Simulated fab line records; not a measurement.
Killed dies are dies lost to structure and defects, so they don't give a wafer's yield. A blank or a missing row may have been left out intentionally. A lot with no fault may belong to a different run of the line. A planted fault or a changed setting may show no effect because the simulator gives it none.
Which of the tools did it? || flow sky130 || at 1 step of a route of 708, 12 lots with 36 wafers sampled

WHAT EACH GAUGE READ, for each wafer
SKY_FIELD_ISO_THK_MEAS_02.
{"lot": "L075", "measured": "day 1 16:57", "on": "film-metro-01", "FIELD_ISO_OXIDATION_00_THK (nm)": "11.69 11.95 12.02"}
{"lot": "L077", "measured": "day 2 02:58", "on": "film-metro-02", "FIELD_ISO_OXIDATION_00_THK (nm)": "11.97 11.93 11.88"}
{"lot": "L079", "measured": "day 2 13:03", "on": "film-metro-03", "FIELD_ISO_OXIDATION_00_THK (nm)": "11.85 11.66 11.71"}
{"lot": "L081", "measured": "day 2 22:38", "on": "film-metro-03", "FIELD_ISO_OXIDATION_00_THK (nm)": "12.25 12.15 12.11"}
{"lot": "L083", "measured": "day 3 08:38", "on": "film-metro-03", "FIELD_ISO_OXIDATION_00_THK (nm)": "12.06 11.88 12.05"}
{"lot": "L085", "measured": "day 3 20:57", "on": "film-metro-03", "FIELD_ISO_OXIDATION_00_THK (nm)": "11.73 12.01 11.73"}
{"lot": "L087", "measured": "day 4 05:29", "on": "film-metro-02", "FIELD_ISO_OXIDATION_00_THK (nm)": "11.89 11.90 12.23"}
{"lot": "L089", "measured": "day 4 19:35", "on": "film-metro-03", "FIELD_ISO_OXIDATION_00_THK (nm)": "11.84 11.96 11.99"}
{"lot": "L091", "measured": "day 5 01:06", "on": "film-metro-01", "FIELD_ISO_OXIDATION_00_THK (nm)": "11.90 11.69 11.88"}
{"lot": "L093", "measured": "day 5 12:02", "on": "film-metro-03", "FIELD_ISO_OXIDATION_00_THK (nm)": "11.79 11.98 11.93"}
{"lot": "L095", "measured": "day 5 20:59", "on": "film-metro-01", "FIELD_ISO_OXIDATION_00_THK (nm)": "12.54 12.35 12.41"}
{"lot": "L097", "measured": "day 6 06:38", "on": "film-metro-02", "FIELD_ISO_OXIDATION_00_THK (nm)": "12.24 12.39 12.55"}

WHICH TOOL RAN EACH LOT (tool, then ch and the chambers of the sampled wafers, then the start)
The record shows no process step preceding these readings.

THE ANSWER, worked out from the rows above alone
Rule: the usual values come from the lots themselves. Put in order of their means at a reading, lots are off if they are a third of the lots or fewer, leave a main group of 4 or more, and stand apart from it by a gap of 3 or more times the standard deviation of the main group's means; of several such gaps the widest counts. If all means in a main group match to the digits the tables above print for the reading, that group is not used. A lot without any number at a reading at which 4 lots or more have one is off too. Any other lot the step has rows for is counted as sound.
Nothing can be told from this: no lot is off at any reading shown.

WHAT HAD BEEN PUT IN BY THE SIMULATOR
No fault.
